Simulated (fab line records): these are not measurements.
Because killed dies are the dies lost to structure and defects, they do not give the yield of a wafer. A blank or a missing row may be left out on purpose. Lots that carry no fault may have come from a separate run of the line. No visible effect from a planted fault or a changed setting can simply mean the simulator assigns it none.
Which tool was responsible? | flow sky130 | 11 lots, 33 wafers sampled, at 2 steps of a route of 708

== WHAT EACH GAUGE READ, for each wafer ==
SKY_LI_CONTACT_THK_MEAS_23: measures by xrf.
lot  | measured     | on            | LI_CONTACT_W_THK (nm)
L265 | day 28 17:28 | film_metro-04 | 424 412 412
L267 | day 29 12:09 | film_metro-01 | 422 421 426
L268 | day 29 14:00 | film_metro-01 | 415 434 417
L269 | day 30 03:15 | film_metro-01 | 421 420 414
L277 | day 32 20:16 | film_metro-02 | 400 399 400
L278 | day 33 06:05 | film_metro-04 | 416 426 427
L281 | day 34 12:28 | film_metro-01 | 427 422 432
L284 | day 35 09:37 | film_metro-02 | 409 404 409
L286 | day 35 14:27 | film_metro-02 | 404 417 416
L287 | day 36 02:22 | film_metro-04 | 419 418 421
L288 | day 36 11:40 | film_metro-04 | 422 420 426

== EACH LOT AND THE TOOL THAT RAN IT (in order: tool; ch and the chambers of the sampled wafers; start) ==
lot  | SKY_LI_CONTACT_STRIP_16
L265 | plasma_asher-04 ch 0,1, day 28 16:46
L267 | plasma_asher-01 ch 0,1, day 29 11:28
L268 | plasma_asher-04 ch 0,1, day 29 13:19
L269 | plasma_asher-03 ch 0,1, day 30 02:34
L277 | plasma_asher-03 ch 0,1, day 32 19:37
L278 | plasma_asher-03 ch 0,1, day 33 05:13
L281 | plasma_asher-01 ch 0,1, day 34 11:47
L284 | plasma_asher-04 ch 0,1, day 35 08:55
L286 | plasma_asher-03 ch 0,1, day 35 13:46
L287 | plasma_asher-04 ch 1, day 36 01:41
L288 | plasma_asher-03 ch 0,1, day 36 10:59
- SKY_LI_CONTACT_STRIP_16: strips in O2/N2.

== WHAT THE TOOLS THEMSELVES READ (means of the sampled wafers that have a number; where no wafer has one, the mark that the record gives instead) ==
SKY_LI_CONTACT_STRIP_16.
lot  | tool            | drypump_motor_current_A (A) | oes_product_au (a.u.) | strip_time_to_endpoint_s (s)
L265 | plasma_asher-04 | 5.9                         | 0.381                 | 3.516
L267 | plasma_asher-01 | 6.3                         | 0.377                 | 3.482
L268 | plasma_asher-04 | 5.6                         | 0.375                 | 3.531
L269 | plasma_asher-03 | 6.0                         | 0.377                 | 3.521
L277 | plasma_asher-03 | 6.0                         | 0.375                 | 3.509
L278 | plasma_asher-03 | 6.0                         | 0.375                 | 3.505
L281 | plasma_asher-01 | 6.0                         | 0.374                 | 3.473
L284 | plasma_asher-04 | 5.6                         | 0.380                 | 3.511
L286 | plasma_asher-03 | 6.0                         | 0.371                 | 3.490
L287 | plasma_asher-04 | 5.2                         | 0.380                 | 3.505
L288 | plasma_asher-03 | 6.0                         | 0.373                 | 3.506

== THE ANSWER, worked out from the rows above alone ==
Rule: the usual values come from the lots themselves. Put in order of their means at a reading, lots are off if they are a third of the lots or fewer, leave a main group of 4 or more, and stand apart from it by a gap of 3 or more times the standard deviation of the main group's means; of several such gaps the widest counts. If all means in a main group match to the digits the tables above print for the reading, that group is not used. Also off: a lot with no number at a reading for which 4 or more lots have one. All remaining lots with rows at the step are treated as sound. First the gauges in route order, then the tools' own readings, where a lot's mean is used as printed above. At the first step where some lot is off, the reading lying furthest off is the one used; lots without a number count as furthest.
Nothing can be told from this: no lot is off at any reading shown.

== WHAT THE SIMULATOR PUT IN ==
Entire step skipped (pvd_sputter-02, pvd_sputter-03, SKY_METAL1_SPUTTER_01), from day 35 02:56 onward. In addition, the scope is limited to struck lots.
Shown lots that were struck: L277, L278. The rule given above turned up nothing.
